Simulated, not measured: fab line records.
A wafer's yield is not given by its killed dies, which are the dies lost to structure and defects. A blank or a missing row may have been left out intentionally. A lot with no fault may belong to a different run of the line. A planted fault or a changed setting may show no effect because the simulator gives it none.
Matching of chambers + flow gf180mcu + 4 sister chambers for GF_V2_CMP_26 on cmp-01
The step polishes, stops on SiO2, t overpolish 15 s, target thk 0 nm. 14 wafers are shown with their chamber, then 7 later ones without.

== EACH WAFER AND ITS CHAMBER ==
| wafer  | chamber | motor-current-A (A) | time-to-endpoint-s (s) | overpolish-run-s (s) |
|--------|---------|---------------------|------------------------|----------------------|
| L532.2 | 3       | 11.7                | 82                     | 14.996               |
| L532.3 | 0       | 10.8                | 89                     | 15.006               |
| L532.5 | 1       | 10.4                | 85                     | 15.001               |
| L534.1 | 2       | 10.9                | 83                     | 15.016               |
| L534.2 | 1       | 10.6                | 78                     | 15.008               |
| L534.5 | 1       | 10.8                | 79                     | 15.006               |
| L535.3 | 1       | 10.2                | 81                     | 15.009               |
| L535.5 | 1       | 10.5                | 83                     | 14.996               |
| L535.6 | 0       | 10.6                | 86                     | 15.006               |
| L538.2 | 0       | 11.4                | 90                     | 15.024               |
| L538.3 | 2       | 11.5                | 87                     | 15.003               |
| L538.6 | 0       | 11.9                | 89                     | 15.005               |
| L543.3 | 2       | 10.8                | 89                     | 15.006               |
| L543.5 | 0       | 10.6                | 85                     | 15.011               |

SIGNATURES, as means of the wafers listed above
| reading            | chamber 0 | chamber 1 | chamber 2 | chamber 3 | scatter within a chamber |
|--------------------|-----------|-----------|-----------|-----------|--------------------------|
| motor-current-A    | 11.060    | 10.500    | 11.067    | 11.700    | 0.424                    |
| time-to-endpoint-s | 87.80     | 81.20     | 86.33     | 82.00     | 2.65                     |
| overpolish-run-s   | 15.01040  | 15.00400  | 15.00833  | 14.99600  | 0.00681                  |
Rule: for each reading, subtract the chamber's mean from the wafer's reading, divide by that reading's scatter and square the result; add these up over the readings and take the root, which gives the wafer's distance from the chamber. If the next closest chamber is less than 2 further off than the closest, the wafer can't be placed; otherwise it belongs to the closest. The scatter is the square root of a quotient: the sum, over the shown wafers, of each reading's squared deviation from its chamber's mean, divided by wafers minus chambers.

== WAFERS WITHOUT THEIR CHAMBER ==
| wafer  | motor-current-A (A) | time-to-endpoint-s (s) | overpolish-run-s (s) |
|--------|---------------------|------------------------|----------------------|
| L543.6 | 11.3                | 82                     | 14.998               |
| L550.1 | 10.5                | 82                     | 15.003               |
| L550.3 | 11.2                | 89                     | 14.991               |
| L550.5 | 11.6                | 85                     | 14.993               |
| L552.1 | 11.0                | 85                     | 14.993               |
| L552.3 | 10.5                | 85                     | 15.001               |
| L552.5 | 11.0                | 89                     | 15.007               |

== WHICH CHAMBER EACH WENT THROUGH ==
| wafer  | from the rows above               | in truth |
|--------|-----------------------------------|----------|
| L543.6 | can't be placed: 3 or 1 or 2 or 0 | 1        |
| L550.1 | can't be placed: 1 or 2           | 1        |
| L550.3 | can't be placed: 2 or 0 or 3 or 1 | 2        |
| L550.5 | can't be placed: 3 or 2 or 0      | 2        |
| L552.1 | can't be placed: 3 or 2 or 1 or 0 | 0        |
| L552.3 | can't be placed: 1 or 2 or 0 or 3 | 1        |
| L552.5 | can't be placed: 0 or 2           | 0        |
0 of 7 placed correctly. These rows do not allow placing 7 (true chamber among the candidates in 7). 0 placed wrongly.
